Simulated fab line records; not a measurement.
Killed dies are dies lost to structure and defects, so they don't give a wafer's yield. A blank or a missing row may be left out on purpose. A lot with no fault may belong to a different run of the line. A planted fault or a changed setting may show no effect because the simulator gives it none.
Struck lot and sound lot, side by side    flow sfq-line    15 out of 325 route steps
Sound: wafers L878.1, L878.2, L878.5. Struck: wafers L883.1, L883.5. (L883.2 of the same lot was not struck and is left out.) The cause comes at the end.
At each step with rows: each side's tool, then ch and its chambers, then its first start. Under that, the readings that differ: sound wafers    struck wafers    difference of the means    sigmas: that difference in standard deviations of wafers without a fault.
alike: same words and numbers on both sides, and readings whose means sit less than 2 such deviations apart. not compared: any withheld reading, any reading some wafer has no value for, any bound like >300 that may hide the same value, and any number with overlapping values for which the record gives no deviation.
A row with sigmas, a row that says differs or no value, or rows on one side alone: a step with any of these is where the two part. Non-overlapping numbers with no deviation appear without sigmas and do not part them. A reading missing from all wafers of one side parts the sides only when that side holds two or more wafers.

first, 1 step without rows for these wafers: SFQ_TRILAYER_M7_STRIP_SOLV_CLEAN_182 (cleans in NMP, time 600 s).
SFQ_TRILAYER_I7_DEP_PECVD_183: deposits SiO2 from SiH4/N2O, time 111.11 s, target thk 500 nm.
  sound on pecvd-01 ch 0,1, day 75 01:25; struck on pecvd-01 ch 2, day 77 01:00
  alike: heater-power-w, throttle-valve-pct
SFQ_TRILAYER_I7_CMP_CMP_184: polishes SiO2.
  sound on cmp-01 ch 0,1,2, day 75 02:19; struck on cmp-01 ch 3, day 77 01:35
  alike: edge-zone-pressure-frac, motor-current-A, slurry-filter-dp-kPa, time-to-endpoint-s
SFQ_I7_BOW_MEAS_946:
  sound on film-metro-01 at day 75 05:19; struck on film-metro-03 at day 77 04:05
  alike: I7_BOW
SFQ_TRILAYER_I7_METRO_MEASURE_185:
  sound on film-metro-01 at day 75 05:26; struck on film-metro-03 at day 77 04:12
  alike: thk-nm
then, 6 steps without rows for these wafers: SFQ_TRILAYER_I7_VIA_LITHO_COAT_192 (resist thk 62 nm); SFQ_TRILAYER_I7_VIA_LITHO_COAT_187 (resist thk 650 nm); SFQ_TRILAYER_I7_VIA_LITHO_SOFTBAKE_191; SFQ_TRILAYER_I7_VIA_LITHO_EXPOSE_188 (exposes mask I7, target cd 1000 nm); SFQ_TRILAYER_I7_VIA_LITHO_PEB_190 (peb time 60 s); SFQ_TRILAYER_I7_VIA_LITHO_DEVELOP_189 (time 60 s).
-- the record jumps here: 5 days lie between the struck wafers' starts before and after --
SFQ_I7_OVL_MEAS_947:
  sound on overlay-01 at day 79 03:17; struck on overlay-01 at day 81 18:44
  alike: I7_OVL
SFQ_TRILAYER_I7_VIA_BARC_OPEN_VIA_ETCH_260: etches BARC in O2, target depth 125 nm, time 41.7 s.
  sound on rie-diel-04 ch 1,2,3, day 79 03:19; struck on rie-diel-04 ch 1,3, day 81 18:46
reading                                                  sound              struck     difference  sigmas
model.KrF_of_TRILAYER_I7_VIA_LITHO_COAT_187.thk-nm (nm)  571.9 571.6 571.7  587.3 589  +16.4       
  alike: drypump-motor-current-A, oes-product-au
  not compared: rf-hours-counter-h
SFQ_TRILAYER_I7_VIA_ETCH_VIA_ETCH_190: etches SiO2 in CHF3, stops on Nb, target depth 260 nm.
  sound on rie-diel-04 ch 1,2,3, day 79 03:21; struck on rie-diel-04 ch 1,3, day 81 18:49
reading                                                  sound              struck       difference  sigmas
model.KrF_of_TRILAYER_I7_VIA_LITHO_COAT_187.thk-nm (nm)  526.4 527.2 527.3  543.4 543.8  +16.6       
  alike: drypump-motor-current-A, oes-product-au
SFQ_TRILAYER_I7_VIA_STRIP_STRIP_191: strips in O2.
  sound on rie-metal-04 ch 0,1, day 79 03:28; struck on rie-metal-01 ch 1, day 81 18:55
reading            sound              struck       difference  sigmas
platen-temp-c (C)  39.97 40.16 40.19  39.90 39.83  -0.24       -2
  alike: drypump-motor-current-A, he-backside-leak-sccm, oes-product-au
  not compared: rf-hours-counter-h

## WHERE THEY PART
SFQ_TRILAYER_I7_VIA_STRIP_STRIP_191 only, going by this record.

WHY: the cause the simulator had injected
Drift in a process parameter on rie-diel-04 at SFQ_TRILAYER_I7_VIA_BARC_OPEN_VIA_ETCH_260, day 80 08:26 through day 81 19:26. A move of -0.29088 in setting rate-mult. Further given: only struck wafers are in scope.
